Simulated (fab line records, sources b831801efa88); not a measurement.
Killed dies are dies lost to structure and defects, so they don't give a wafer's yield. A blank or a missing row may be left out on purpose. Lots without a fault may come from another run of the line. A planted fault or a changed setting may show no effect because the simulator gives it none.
Which tool did it? | flow sky130 | 14 lots, 42 wafers sampled, at 4 steps of a route of 708

WHAT THE GAUGES READ, wafer by wafer
SKY_FIELD_ISO_THK_MEAS_02.
lot  | measured    | on            | FIELD_ISO_OXIDATION_00_THK (nm)
L422 | day 1 11:38 | film_metro-02 | 11.78 11.91 11.78
L423 | day 1 17:19 | film_metro-03 | 11.83 11.65 11.69
L424 | day 1 21:56 | film_metro-04 | 11.91 12.01 11.95
L426 | day 2 09:13 | film_metro-03 | 11.86 11.99 11.96
L427 | day 2 12:38 | film_metro-02 | 12.20 12.54 12.65
L429 | day 2 22:40 | film_metro-03 | 12.44 12.10 12.13
L433 | day 3 20:05 | film_metro-03 | 11.89 11.83 11.79
L434 | day 4 02:43 | film_metro-03 | 11.69 11.73 11.66
L440 | day 5 07:14 | film_metro-04 | 11.90 12.08 12.26
L441 | day 5 14:21 | film_metro-03 | 12.34 12.23 12.04
L442 | day 5 18:18 | film_metro-04 | 11.98 12.08 12.08
L443 | day 5 22:14 | film_metro-02 | 12.03 12.11 12.32
L444 | day 6 02:25 | film_metro-04 | 11.85 11.85 11.94
L445 | day 6 06:38 | film_metro-04 | 11.88 11.81 12.16

SKY_NWELL_OVL_MEAS_10.
lot  | measured     | on         | NWELL_00_OVL (nm)
L422 | day 4 11:56  | overlay-01 | -0.7 -0.6 2.5
L423 | day 4 20:34  | overlay-01 | -1.3 -2.5 -0.1
L424 | day 5 02:20  | overlay-01 | -0.8 -0.9 -0.8
L426 | day 5 12:48  | overlay-01 | 1.8 1.9 0.7
L427 | day 5 21:06  | overlay-01 | -0.6 -0.3 -0.6
L429 | day 6 07:00  | overlay-01 | 1.8 -0.4 1.6
L433 | day 7 02:47  | overlay-01 | -1.9 0.6 0.2
L434 | day 7 11:47  | overlay-02 | -1.7 -2.9 -0.7
L440 | day 8 22:32  | overlay-01 | -1.6 -0.3 1.4
L441 | day 9 10:29  | overlay-01 | -0.2 0.4 -0.2
L442 | day 9 16:31  | overlay-01 | -1.7 -1.6 -0.7
L443 | day 9 17:48  | overlay-01 | -3.1 -2.9 -0.7
L444 | day 10 00:49 | overlay-02 | -1.0 0.1 -1.3
L445 | day 10 05:09 | overlay-01 | 0.1 0.7 -1.2

SKY_LI_CONTACT_CD_MEAS_12: target cd 170 nm.
lot  | measured     | on        | cd_nm (nm)
L422 | day 28 23:41 | cd_sem-02 | 174.5 175.2 174.2
L423 | day 29 11:46 | cd_sem-02 | 168.8 170.1 170.3
L424 | day 29 17:17 | cd_sem-01 | 167.8 170.4 169.1
L426 | day 30 02:18 | cd_sem-01 | 171.1 170.9 170.8
L427 | day 30 15:18 | cd_sem-02 | 169.3 169.5 169.7
L429 | day 31 11:37 | cd_sem-01 | 171.6 172.6 170.5
L433 | day 32 14:40 | cd_sem-02 | 164.9 168.7 168.0
L434 | day 33 00:24 | cd_sem-01 | 170.9 168.3 170.9
L440 | day 35 00:24 | cd_sem-02 | 169.4 170.8 170.6
L441 | day 35 13:16 | cd_sem-01 | 173.0 169.8 171.8
L442 | day 35 19:52 | cd_sem-02 | 169.7 169.6 171.5
L443 | day 35 21:08 | cd_sem-02 | 169.6 167.1 168.7
L444 | day 36 02:59 | cd_sem-02 | 168.4 169.4 168.4
L445 | day 36 05:45 | cd_sem-01 | 168.9 169.1 168.5

WHICH TOOL RAN EACH LOT (tool, then ch and the chambers of the sampled wafers, then the start)
lot  | SKY_LDD_N_IMPLANT_14
L422 | implanter-02 ch 0, day 17 16:32
L423 | implanter-03 ch 0, day 18 02:24
L424 | implanter-02 ch 0, day 18 09:56
L426 | implanter-02 ch 0, day 18 19:06
L427 | implanter-02 ch 0, day 19 12:10
L429 | implanter-01 ch 0, day 20 09:21
L433 | implanter-01 ch 0, day 21 16:22
L434 | implanter-01 ch 0, day 22 04:58
L440 | implanter-03 ch 0, day 24 04:20
L441 | implanter-03 ch 0, day 24 22:43
L442 | implanter-01 ch 0, day 25 05:45
L443 | implanter-03 ch 0, day 25 06:30
L444 | implanter-02 ch 0, day 25 15:38
L445 | implanter-02 ch 0, day 25 20:17
- SKY_LDD_N_IMPLANT_14

WHAT THE TOOLS THEMSELVES READ (means of the sampled wafers that have a number; where no wafer has one, the mark that the record gives instead)
SKY_LDD_N_IMPLANT_14.
lot  | tool         | faraday_current_uA | rotation_deg (degrees)
L422 | implanter-02 | 28.1               | 180.09
L423 | implanter-03 | 28.4               | 180.00
L424 | implanter-02 | 28.1               | 180.05
L426 | implanter-02 | 28.3               | 179.99
L427 | implanter-02 | 28.1               | 180.04
L429 | implanter-01 | 28.1               | 180.02
L433 | implanter-01 | 28.5               | 340.31
L434 | implanter-01 | 28.2               | 340.35
L440 | implanter-03 | 28.0               | 180.03
L441 | implanter-03 | 28.3               | 180.00
L442 | implanter-01 | 28.2               | 180.00
L443 | implanter-03 | 28.1               | 179.98
L444 | implanter-02 | 28.1               | 180.00
L445 | implanter-02 | 28.4               | 180.02

THE ANSWER, worked out from the rows above alone
Rule: what is usual is taken from the lots themselves. Put in order of their means at a reading, lots are off if they are a third of the lots or fewer, leave a main group of 4 or more, and stand apart from it by a gap of 3 or more times the standard deviation of the main group's means; of several such gaps the widest counts. A main group whose means are all the same, to the digits that the tables above print for the reading, isn't used. A lot without any number at a reading at which 4 lots or more have one is off too. The other lots that the step has rows for count as sound. The gauges are gone through in route order, then the tools' own readings, and for those a lot's mean is taken as printed above. The first step at which some lot is off is used, and at that step the reading that is off furthest; a lot without a number counts as furthest.
Off: L433, L434, at SKY_LDD_N_IMPLANT_14 (rotation_deg). The main group: mean 180.02 degrees, standard deviation 0.029.
A tool fits if, at that step or a process step before it, it ran every lot that is off, and no sound lot after the first of them. None of those tried fits.

WHAT THE SIMULATOR HAD PUT IN
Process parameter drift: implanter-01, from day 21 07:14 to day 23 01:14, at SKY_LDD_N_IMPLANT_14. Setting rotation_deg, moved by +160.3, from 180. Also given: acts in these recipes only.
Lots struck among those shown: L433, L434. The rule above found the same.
